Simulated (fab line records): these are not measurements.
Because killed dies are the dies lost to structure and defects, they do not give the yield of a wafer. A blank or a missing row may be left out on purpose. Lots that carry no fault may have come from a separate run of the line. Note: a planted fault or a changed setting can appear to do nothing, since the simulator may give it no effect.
fab line records	flow sfq-line
record: lots: 5	wafers: 23
route steps=325 shown I6@266 M7@282 I7@296 M8@320
start-h: hours from the record's opening day to when the first of the lot's shown wafers began	wait-h: how many hours have passed since the lot's step before this one	" as in the row above	L1.1+2: several wafers, shown together as one row	- no value present, or no start provided	* or withheld: withheld	< > ~ a bound
route shown NAME@n: a module of which the file shows steps, and the number in the route of the first	usual: mean and standard deviation over wafers with no fault	same: alike in all rows	chamber/n: place in a boat	sites: the reading at each site	_std_site: the values' standard deviation	_edge_site: outer sites' mean less inner sites'	radius-mm: for every site, how far away it sits from the centre of the wafer	mask NAME#n: copy n	behind: the tool/chamber that last shaped the wafer	hold: what put the lot on hold/how long, in hours/how the hold closed	device: which transistor (n, p or np) failed to switch	end of line: the same wafers' tests at the end of the route	a step given without rows: its recipe and nothing more	killed: dies lost to structure and defects at the first sort, not the wafer's yield	map: a wafer's dies, marking killed ones x, the rest . and places with no die _
set.NAME: the setting the step ran with; set.NAME@STEP: the setting that earlier step ran with	model.NAME: the simulator's own value behind a step, which no gauge read
lots with deliberately changed settings; one table per step, one row per wafer
== steps ==
step: SFQ_TRILAYER_I6_DEP_PECVD_165
recipe: material: SiO2	temp-c: 150	time-s: 111.11	pressure-torr: 2.4	rf-w: 183.3	precursor: SiH4/N2O	target-thk-nm: 500
lot.wafer	tool	chamber	start-h	wait-h	set.time-s	model.SiO2_of_TRILAYER_I6_DEP_PECVD_165.thk-nm
L075.3	pecvd-02	1	1556.97	0.0	111.11	493.7
L075.4	"	1	"	"	111.11	499.6
L075.5	"	2	"	"	111.11	501.1
L079.1	pecvd-04	2	1624.12	0.0	123.4	558.2
L079.2	"	0	"	"	111.11	497.2
L079.4	"	1	"	"	111.11	505.2
L079.5	"	2	"	"	111.11	509
L079.6	"	0	"	"	123.4	566.8
L080.1	pecvd-01	2	1634.51	0.0	111.11	485.4
L080.2	"	0	"	"	124.5	549.6
L080.3	"	0	"	"	111.11	500.4
L080.4	"	2	"	"	124.5	560
L080.5	"	0	"	"	124.5	561.8
L081.1	pecvd-02	1	1678.48	0.0	111.11	489.1
L081.2	"	0	"	"	111.11	491.8
L081.3	"	2	"	"	111.11	490.9
L081.5	"	1	"	"	111.11	501.1
L081.6	"	2	"	"	111.11	496.7
L083.2	pecvd-04	1	1768.15	0.0	111.11	505
L083.3	"	0	"	"	111.11	501.2
L083.4	"	0	"	"	115.6	526.3
L083.5	"	1	"	"	111.11	507.3
L083.6	"	2	"	"	115.6	528.6
step: SFQ_TRILAYER_I6_CMP_CMP_166
recipe: material: SiO2	down-force-psi: 3	platen-rpm: 60	pad-velocity-m-s: 0.94248
usual: time-to-endpoint-s: 214/8.6
lot.wafer	tool	chamber	start-h	wait-h	set.time-s@TRILAYER_I6_DEP_PECVD_165	time-to-endpoint-s
L075.4	cmp-01	0	1557.83	0.8	111.11	206
L075.3	"	3	1559.33	2.3	111.11	209
L075.5	"	0	"	"	111.11	210
L079.2	cmp-02	1	1650.35	26.2	111.11	223
L079.1	"	3	1651.35	27.2	123.4	272
L079.4	"	0	"	"	111.11	226
L079.5	"	1	"	"	111.11	231
L079.6	"	2	"	"	123.4	268
L080.4	cmp-01	3	1661.25	26.7	124.5	264
L080.1	"	0	"	"	111.11	195
L080.3	"	1	"	"	111.11	211
L080.2	"	2	"	"	124.5	238
L080.5	"	3	"	"	124.5	255
L081.3	cmp-02	1	1720.70	42.2	111.11	217
L081.2	"	2	"	"	111.11	216
L081.1	"	3	"	"	111.11	217
L081.6	"	1	1722.70	44.1	111.11	219
L081.5	"	2	"	"	111.11	224
L083.4	cmp-01	3	1768.23	0.0	115.6	237
L083.2	"	1	1769.23	1.0	111.11	217
L083.3	"	2	"	"	111.11	222
L083.5	"	3	"	"	111.11	227
L083.6	"	0	"	"	115.6	236
step: SFQ_TRILAYER_I6_VIA_LITHO_EXPOSE_170
recipe: mask-id: I6	na: 0.6	source-shape: conventional	sigma-outer: 0.65	target-cd-nm: 700	dose-mj: 21.3
lot.wafer	tool	chamber	start-h	wait-h	mask	set.dose-mj
L075.3+4+5	krf-scanner-02	0	1582.47	-	I6#0	21.3
L079.1+5+6	krf-scanner-02	0	1658.62	-	I6#0	21.3
L079.2+4	"	0	"	"	I6#0	20.09
L080.1+2+4	krf-scanner-02	0	1666.32	-	I6#0	21.3
L080.3+5	"	0	"	"	I6#0	20.55
L081.1+2+5	krf-scanner-01	0	1726.18	-	I6#0	21.3
L081.3+6	"	0	"	"	I6#0	22.27
L083.2+4+5	krf-scanner-02	0	1861.12	-	I6#0	21.3
L083.3+6	"	0	"	"	I6#0	20.86
step: SFQ_TRILAYER_I6_VIA_LITHO_PEB_172
recipe: peb-temp-c: 115	peb-time-s: 60	resist: KrF
step: SFQ_TRILAYER_I6_VIA_LITHO_DEVELOP_171
recipe: time-s: 60	resist: KrF
step: SFQ_TRILAYER_I6_VIA_BARC_OPEN_VIA_ETCH_235
recipe: mask-material: PR	chemistry: O2	target-depth-nm: 125	target: BARC	source-w: 500	bias-w: 80	pressure-mtorr: 30	time-s: 41.7
lot.wafer	tool	chamber	start-h	wait-h	set.dose-mj@TRILAYER_I6_VIA_LITHO_EXPOSE_170	model.I6.cd-nm
L075.3	rie-diel-04	0	1583.61	0.0	21.3	700.3
L075.4	"	2	"	"	21.3	701.6
L075.5	"	0	"	"	21.3	699.4
L079.1	rie-diel-01	0	1660.16	0.0	21.3	700.9
L079.2	"	2	"	"	20.09	688
L079.4	"	1	"	"	20.09	689.5
L079.5	"	3	"	"	21.3	703.2
L079.6	"	0	"	"	21.3	701.1
L080.1	rie-diel-04	3	1667.86	0.0	21.3	699.5
L080.2	"	2	"	"	21.3	700.7
L080.3	"	1	"	"	20.55	696.3
L080.4	"	0	"	"	21.3	699.9
L080.5	"	1	"	"	20.55	695.6
L081.1	rie-diel-01	2	1727.72	0.0	21.3	700.1
L081.2	"	3	"	"	21.3	701.9
L081.3	"	1	"	"	22.27	706.5
L081.5	"	2	"	"	21.3	699.7
L081.6	"	3	"	"	22.27	708.4
L083.2	rie-diel-01	0	1862.45	0.0	21.3	701.7
L083.3	"	3	"	"	20.86	697.9
L083.4	"	2	"	"	21.3	700.2
L083.5	"	3	"	"	21.3	701.6
L083.6	"	0	"	"	20.86	698.3
step: SFQ_TRILAYER_I6_VIA_ETCH_VIA_ETCH_172
recipe: target: SiO2	stop-on: Nb	mask-material: PR	taper-deg: 20	chemistry: CHF3	target-depth-nm: 260	source-w: 500	bias-w: 77.88	pressure-mtorr: 30	time-s: withheld
lot.wafer	tool	chamber	start-h	wait-h	set.dose-mj@TRILAYER_I6_VIA_LITHO_EXPOSE_170	model.I6.cd-nm
L075.3	rie-diel-04	0	1583.65	0.0	21.3	699.9
L075.4	"	2	"	"	21.3	700.4
L075.5	"	0	"	"	21.3	699.3
L079.1	rie-diel-01	0	1660.20	0.0	21.3	698.5
L079.2	"	2	"	"	20.09	691.1
L079.4	"	1	"	"	20.09	688.2
L079.5	"	3	"	"	21.3	701.6
L079.6	"	0	"	"	21.3	700.3
L080.1	rie-diel-04	3	1667.90	0.0	21.3	699
L080.2	"	2	"	"	21.3	699.4
L080.3	"	1	"	"	20.55	695.6
L080.4	"	0	"	"	21.3	699.9
L080.5	"	1	"	"	20.55	695.2
L081.1+5	rie-diel-01	2	1727.76	0.0	21.3	703.6
L081.2	"	3	"	"	21.3	698.8
L081.3	"	1	"	"	22.27	704.7
L081.6	"	3	"	"	22.27	706.8
L083.2	rie-diel-01	0	1862.49	0.0	21.3	702
L083.3	"	3	"	"	20.86	695.8
L083.4	"	2	"	"	21.3	701.5
L083.5	"	3	"	"	21.3	699.1
L083.6	"	0	"	"	20.86	698.3
step: SFQ_TRILAYER_M7_DEP_SPUTTER_175
recipe: material: Nb	base-pressure-pa: 1.33e-06	chamber-pressure-pa: 0.1333	substrate-temp-c: 20	target-thk-nm: 200	power-w: 2000	time-s: 133.3
lot.wafer	tool	chamber	start-h	wait-h	set.time-s	model.Nb_of_TRILAYER_M7_DEP_SPUTTER_175.thk-nm
L075.3	pvd-sputter-04	-	1584.57	0.0	133.3	198.7
L075.4	"	-	"	"	133.3	201.8
L075.5	"	-	"	"	133.3	199.3
L079.1	pvd-sputter-04	-	1661.12	0.0	133.3	201
L079.2	"	-	"	"	133.3	198.1
L079.4	"	-	"	"	133.3	199
L079.5	"	-	"	"	133.3	198.5
L079.6	"	-	"	"	133.3	199.1
L080.1	pvd-sputter-06	-	1668.81	0.0	133.3	201.2
L080.2	"	-	"	"	133.3	198.8
L080.3	"	-	"	"	152.5	229.4
L080.4	"	-	"	"	152.5	231.8
L080.5	"	-	"	"	133.3	202.8
L081.1	pvd-sputter-04	-	1728.68	0.0	133.3	197.9
L081.2	"	-	"	"	133.3	199.5
L081.3	"	-	"	"	113.6	166.9
L081.5	"	-	"	"	113.6	171.1
L081.6	"	-	"	"	113.6	168.6
L083.2	pvd-sputter-05	-	1864.03	0.0	133.3	199.7
L083.3	"	-	"	"	133.3	199.1
L083.4	"	-	"	"	133.3	202.1
L083.5	"	-	"	"	133.3	201.5
L083.6	"	-	"	"	133.3	200.9
step: SFQ_M7_RS_MEAS_943
recipe: thk-meas-gauge: four-point-probe	reads: Nb_of_TRILAYER_M7_DEP_SPUTTER_175
usual: M7_NB_RS: 0.890/0.011
lot.wafer	tool	chamber	start-h	wait-h	set.time-s@TRILAYER_M7_DEP_SPUTTER_175	M7_NB_RS[ohm/sq]
L075.3	film-metro-02	-	1584.70	0.1	133.3	0.895
L075.4	"	-	"	"	133.3	0.882
L075.5	"	-	"	"	133.3	0.896
L079.1	film-metro-03	-	1661.21	0.0	133.3	0.885
L079.2	"	-	"	"	133.3	0.898
L079.4	"	-	"	"	133.3	0.894
L079.5	"	-	"	"	133.3	0.896
L079.6	"	-	"	"	133.3	0.891
L080.1	film-metro-04	-	1668.90	0.0	133.3	0.884
L080.2	"	-	"	"	133.3	0.895
L080.3	"	-	"	"	152.5	0.774
L080.4	"	-	"	"	152.5	0.767
L080.5	"	-	"	"	133.3	0.876
L081.1	film-metro-03	-	1728.77	0.0	133.3	0.899
L081.2	"	-	"	"	133.3	0.891
L081.3	"	-	"	"	113.6	1.067
L081.5	"	-	"	"	113.6	1.041
L081.6	"	-	"	"	113.6	1.058
L083.2	film-metro-02	-	1864.14	0.1	133.3	0.889
L083.3	"	-	"	"	133.3	0.892
L083.4	"	-	"	"	133.3	0.880
L083.5	"	-	"	"	133.3	0.882
L083.6	"	-	"	"	133.3	0.884
step: SFQ_TRILAYER_M7_LITHO_COAT_182
recipe: resist: BARC	spin-rpm: 3000	resist-thk-nm: 62
lot.wafer	tool	chamber	start-h	wait-h	set.spin-rpm	model.BARC_of_TRILAYER_M7_LITHO_COAT_182.thk-nm
L075.3	litho-track-02	0	1584.94	0.1	3000	61.95
L075.4	"	0	"	"	3000	61.94
L075.5	"	0	"	"	3000	61.87
L079.1	litho-track-02	0	1661.39	0.1	3000	62.04
L079.2	"	0	"	"	3000	62.12
L079.4	"	0	"	"	3000	61.99
L079.5	"	0	"	"	3000	62.06
L079.6	"	0	"	"	3000	62.05
L080.1	litho-track-02	0	1669.08	0.1	2933	62.65
L080.2	"	0	"	"	3000	61.88
L080.3	"	0	"	"	3000	61.76
L080.4	"	0	"	"	2933	62.58
L080.5	"	0	"	"	3000	61.93
L081.1	litho-track-02	0	1728.95	0.1	3000	61.75
L081.2	"	0	"	"	3161	60.15
L081.3	"	0	"	"	3161	60.09
L081.5	"	0	"	"	3000	61.78
L081.6	"	0	"	"	3161	60.08
L083.2	litho-track-04	0	1864.35	0.1	3000	61.83
L083.3	"	0	"	"	3000	61.93
L083.4	"	0	"	"	3000	61.9
L083.5	"	0	"	"	3000	61.78
L083.6	"	0	"	"	3000	61.62
step: SFQ_TRILAYER_M7_LITHO_COAT_177
recipe: resist: KrF	spin-rpm: 3000	resist-thk-nm: 600
step: SFQ_TRILAYER_M7_LITHO_SOFTBAKE_181
recipe: temp-c: withheld	time-s: withheld	resist: KrF
step: SFQ_TRILAYER_M7_BARC_OPEN_METAL_ETCH_229
recipe: mask-material: PR	chemistry: O2	target-depth-nm: 125	target: BARC	icp-w: 600	bias-w: 80	pressure-mtorr: 10	time-s: 41.7
step: SFQ_TRILAYER_M7_ETCH_METAL_ETCH_180
recipe: target: Nb	stop-on: SiO2	mask-material: PR	chemistry: Cl2/Ar	target-depth-nm: 240	icp-w: 600	bias-w: 80	pressure-mtorr: 10	time-s: 120
usual: oes-product-au: 0.893/0.0078
lot.wafer	tool	chamber	start-h	wait-h	set.time-s@TRILAYER_M7_DEP_SPUTTER_175	oes-product-au
L075.3	rie-metal-02	1	1608.86	0.1	133.3	0.895
L075.4	"	0	"	"	133.3	0.893
L075.5	"	0	"	"	133.3	0.895
L079.1	rie-metal-01	0	1664.47	0.0	133.3	0.900
L079.2	"	1	"	"	133.3	0.893
L079.4	"	1	"	"	133.3	0.890
L079.5	"	0	"	"	133.3	0.895
L079.6	"	1	"	"	133.3	0.888
L080.1	rie-metal-01	1	1672.27	0.0	133.3	0.894
L080.2	"	0	"	"	133.3	0.892
L080.3	"	0	"	"	152.5	0.962
L080.4	"	1	"	"	152.5	0.969
L080.5	"	0	"	"	133.3	0.907
L081.1	rie-metal-04	1	1731.42	0.0	133.3	0.886
L081.2	"	0	"	"	133.3	0.895
L081.3	"	1	"	"	113.6	0.804
L081.5	"	0	"	"	113.6	0.820
L081.6	"	1	"	"	113.6	0.814
L083.2	rie-metal-04	0	1868.93	0.0	133.3	0.893
L083.3	"	1	"	"	133.3	0.884
L083.4	"	0	"	"	133.3	0.904
L083.5	"	1	"	"	133.3	0.891
L083.6	"	0	"	"	133.3	0.892
step: SFQ_TRILAYER_I7_DEP_PECVD_183
recipe: material: SiO2	temp-c: 150	time-s: 111.11	pressure-torr: 2.4	rf-w: 183.3	precursor: SiH4/N2O	target-thk-nm: 500
lot.wafer	tool	chamber	start-h	wait-h	set.time-s	model.SiO2_of_TRILAYER_I7_DEP_PECVD_183.thk-nm
L075.3	pecvd-02	1	1609.72	0.0	111.11	496.8
L075.4	"	1	"	"	111.11	496.1
L075.5	"	2	"	"	111.11	501.4
L079.1	pecvd-04	2	1665.37	0.0	111.11	492.9
L079.2	"	0	"	"	111.11	492.7
L079.4	"	1	"	"	102.1	468.9
L079.5	"	0	"	"	102.1	464.6
L079.6	"	2	"	"	102.1	458.1
L080.1	pecvd-04	2	1673.17	0.0	111.11	493.9
L080.2	"	0	"	"	103.5	458.8
L080.3	"	1	"	"	111.11	505.9
L080.4	"	0	"	"	111.11	503.8
L080.5	"	1	"	"	103.5	475.5
L081.1	pecvd-04	1	1732.32	0.0	111.11	498.7
L081.2	"	0	"	"	111.11	488.3
L081.3	"	2	"	"	111.11	492.3
L081.5	"	1	"	"	111.11	504.7
L081.6	"	2	"	"	111.11	498.5
L083.2	pecvd-04	0	1869.84	0.0	111.11	493.7
L083.3	"	2	"	"	111.11	496.4
L083.4	"	1	"	"	97.68	447.1
L083.5	"	0	"	"	97.68	438.9
L083.6	"	2	"	"	111.11	504
step: SFQ_TRILAYER_I7_CMP_CMP_184
recipe: material: SiO2	down-force-psi: 3	platen-rpm: 60	pad-velocity-m-s: 0.94248
usual: time-to-endpoint-s: 215/8
lot.wafer	tool	chamber	start-h	wait-h	set.time-s@TRILAYER_I7_DEP_PECVD_183	time-to-endpoint-s
L075.3	cmp-02	3	1631.77	22.0	111.11	224
L075.4	"	0	"	"	111.11	221
L075.5	"	0	1634.27	24.5	111.11	220
L079.4	cmp-01	3	1700.25	34.8	102.1	185
L079.2	"	1	1701.25	35.8	111.11	202
L079.1	"	2	"	"	111.11	199
L079.5	"	3	"	"	102.1	187
L079.6	"	0	"	"	102.1	173
L080.3	cmp-01	3	1712.25	39.0	111.11	222
L080.1	"	0	"	"	111.11	205
L080.2	"	1	"	"	103.5	185
L080.4	"	2	"	"	111.11	218
L080.5	"	0	1714.75	41.5	103.5	196
L081.3	cmp-01	2	1733.25	0.9	111.11	202
L081.1	"	3	"	"	111.11	214
L081.2	"	0	"	"	111.11	200
L081.6	"	2	1735.25	2.9	111.11	202
L081.5	"	3	"	"	111.11	212
L083.4	cmp-02	1	1871.41	1.5	97.68	185
L083.3	"	2	"	"	111.11	219
L083.2	"	3	"	"	111.11	214
L083.5	"	0	"	"	97.68	179
L083.6	"	1	"	"	111.11	228
step: SFQ_TRILAYER_I7_VIA_BARC_OPEN_VIA_ETCH_260
recipe: mask-material: PR	chemistry: O2	target-depth-nm: 125	target: BARC	source-w: 500	bias-w: 80	pressure-mtorr: 30	time-s: 41.7
usual: oes-product-au: 0.684/0.0048
lot.wafer	tool	chamber	start-h	wait-h	set.time-s	oes-product-au	model.KrF_of_TRILAYER_I7_VIA_LITHO_COAT_187.thk-nm
L075.3	rie-diel-04	2	1645.96	0.0	41.7	0.688	576.4
L075.4	"	3	"	"	41.7	0.686	577
L075.5	"	1	"	"	41.7	0.680	577.2
L079.1	rie-diel-03	1	1708.22	0.0	44.72	0.679	571.2
L079.2	"	3	"	"	44.72	0.671	572.1
L079.4	"	2	"	"	41.7	0.687	577.1
L079.5	"	1	"	"	41.7	0.686	574.7
L079.6	"	2	"	"	44.72	0.678	573.2
L080.1	rie-diel-04	2	1719.52	0.0	41.7	0.682	576.8
L080.2	"	0	"	"	41.7	0.693	577.2
L080.3	"	1	"	"	41.7	0.689	575.7
L080.4	"	3	"	"	41.7	0.696	576
L080.5	"	1	"	"	41.7	0.682	577
L081.1	rie-diel-02	3	1740.97	0.0	36.28	0.733	583.7
L081.2	"	0	"	"	41.7	0.683	576.1
L081.3	"	2	"	"	36.28	0.723	582.4
L081.5	"	1	"	"	41.7	0.694	576.9
L081.6	"	0	"	"	41.7	0.687	576.1
L083.2	rie-diel-04	3	1878.47	0.0	41.7	0.684	574.8
L083.3	"	0	"	"	37.26	0.718	581.9
L083.4	"	1	"	"	37.26	0.729	580.2
L083.5	"	0	"	"	41.7	0.682	577.5
L083.6	"	1	"	"	37.26	0.722	580.2
step: SFQ_TRILAYER_I7_VIA_ETCH_VIA_ETCH_190
recipe: target: SiO2	stop-on: Nb	mask-material: PR	taper-deg: 20	chemistry: CHF3	target-depth-nm: 260	source-w: 500	bias-w: 80	pressure-mtorr: 30	time-s: withheld
lot.wafer	tool	chamber	start-h	wait-h	set.time-s@TRILAYER_I7_VIA_BARC_OPEN_VIA_ETCH_260	model.KrF_of_TRILAYER_I7_VIA_LITHO_COAT_187.thk-nm
L075.3	rie-diel-04	2	1646.00	0.0	*	531.3
L075.4	"	3	"	"	*	532.6
L075.5	"	1	"	"	*	532.4
L079.1	rie-diel-03	1	1708.26	0.0	*	526.7
L079.2+6	"	3,2	"	"	*	528.5
L079.4	"	2	"	"	*	532.4
L079.5	"	1	"	"	*	530.1
L080.1+5	rie-diel-04	2,1	1719.56	0.0	*	531.9
L080.2	"	0	"	"	*	533
L080.3	"	1	"	"	*	530.8
L080.4	"	3	"	"	*	531.7
L081.1	rie-diel-02	3	1741.01	0.0	*	538.6
L081.2	"	0	"	"	*	531.1
L081.3	"	2	"	"	*	537.2
L081.5	"	1	"	"	*	531.5
L081.6	"	0	"	"	*	530.9
L083.2	rie-diel-04	3	1878.51	0.0	*	531
L083.3	"	0	"	"	*	538.6
L083.4	"	1	"	"	*	535.7
L083.5	"	0	"	"	*	533.9
L083.6	"	1	"	"	*	535.5
step: SFQ_TRILAYER_M8_DEP_EVAP_198
recipe: material: Pt	angular-spread-deg: 1	target-thk-nm: 50	time-s: 250	power-w: 2000
lot.wafer	tool	chamber	start-h	wait-h	set.time-s	model.Pt_of_TRILAYER_M8_DEP_EVAP_198.thk-nm
L075.3	pvd-sputter-01	-	1653.22	0.0	250	50.01
L075.4	"	-	"	"	250	50.08
L075.5	"	-	"	"	250	50.15
L079.1	pvd-sputter-01	-	1782.86	0.0	250	50.73
L079.2	"	-	"	"	224.3	45.78
L079.4	"	-	"	"	250	50.03
L079.5	"	-	"	"	224.3	46.07
L079.6	"	-	"	"	250	51.05
L080.1	pvd-sputter-02	-	1802.18	0.0	250	50.71
L080.2	"	-	"	"	250	51.24
L080.3	"	-	"	"	250	49.88
L080.4	"	-	"	"	250	50.4
L080.5	"	-	"	"	250	51.06
L081.1	pvd-sputter-01	-	1805.58	0.0	281.2	56.45
L081.2	"	-	"	"	281.2	55.28
L081.3	"	-	"	"	281.2	56.56
L081.5	"	-	"	"	250	50.57
L081.6	"	-	"	"	250	50.13
L083.2	pvd-sputter-01	-	1887.04	0.0	250	50.17
L083.3	"	-	"	"	250	50.71
L083.4	"	-	"	"	250	50.19
L083.5	"	-	"	"	250	50.65
L083.6	"	-	"	"	250	50.03
== key ==
split: step: SFQ_TRILAYER_I6_DEP_PECVD_165	setting: time-s	stated: 111.11	by: wafer
response: step: SFQ_TRILAYER_I6_DEP_PECVD_165	reading: model.SiO2_of_TRILAYER_I6_DEP_PECVD_165.thk-nm	change: +5.34	per: 1%	r: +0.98
response: step: SFQ_TRILAYER_I6_CMP_CMP_166	reading: time-to-endpoint-s	change: *	per: 1%	r: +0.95
split: step: SFQ_TRILAYER_I6_VIA_LITHO_EXPOSE_170	setting: dose-mj	stated: 21.3	by: wafer
response: step: SFQ_TRILAYER_I6_VIA_BARC_OPEN_VIA_ETCH_235	reading: model.I6.cd-nm	change: +1.81	per: 1%	r: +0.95
response: step: SFQ_TRILAYER_I6_VIA_ETCH_VIA_ETCH_172	reading: model.I6.cd-nm	change: +1.41	per: 1%	r: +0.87
split: step: SFQ_TRILAYER_M7_DEP_SPUTTER_175	setting: time-s	stated: 133.3	by: wafer
response: step: SFQ_TRILAYER_M7_DEP_SPUTTER_175	reading: model.Nb_of_TRILAYER_M7_DEP_SPUTTER_175.thk-nm	change: +2.04	per: 1%	r: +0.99
response: step: SFQ_M7_RS_MEAS_943	reading: M7_NB_RS	change: -0.00946	per: 1%	r: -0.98
response: step: SFQ_TRILAYER_M7_ETCH_METAL_ETCH_180	reading: oes-product-au	change: +0.00498	per: 1%	r: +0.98
split: step: SFQ_TRILAYER_M7_LITHO_COAT_182	setting: spin-rpm	stated: 3000	by: wafer
response: step: SFQ_TRILAYER_M7_LITHO_COAT_182	reading: model.BARC_of_TRILAYER_M7_LITHO_COAT_182.thk-nm	change: -0.314	per: 1%	r: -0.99
split: step: SFQ_TRILAYER_I7_DEP_PECVD_183	setting: time-s	stated: 111.11	by: wafer
response: step: SFQ_TRILAYER_I7_DEP_PECVD_183	reading: model.SiO2_of_TRILAYER_I7_DEP_PECVD_183.thk-nm	change: +4.38	per: 1%	r: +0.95
response: step: SFQ_TRILAYER_I7_CMP_CMP_184	reading: time-to-endpoint-s	change: *	per: 1%	r: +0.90
split: step: SFQ_TRILAYER_I7_VIA_BARC_OPEN_VIA_ETCH_260	setting: time-s	stated: 41.7	by: wafer
response: step: SFQ_TRILAYER_I7_VIA_BARC_OPEN_VIA_ETCH_260	reading: oes-product-au	change: -0.00306	per: 1%	r: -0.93
response: step: SFQ_TRILAYER_I7_VIA_BARC_OPEN_VIA_ETCH_260	reading: model.KrF_of_TRILAYER_I7_VIA_LITHO_COAT_187.thk-nm	change: -0.49	per: 1%	r: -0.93
response: step: SFQ_TRILAYER_I7_VIA_ETCH_VIA_ETCH_190	reading: model.KrF_of_TRILAYER_I7_VIA_LITHO_COAT_187.thk-nm	change: -0.468	per: 1%	r: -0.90
split: step: SFQ_TRILAYER_M8_DEP_EVAP_198	setting: time-s	stated: 250	by: wafer
response: step: SFQ_TRILAYER_M8_DEP_EVAP_198	reading: model.Pt_of_TRILAYER_M8_DEP_EVAP_198.thk-nm	change: +0.458	per: 1%	r: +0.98
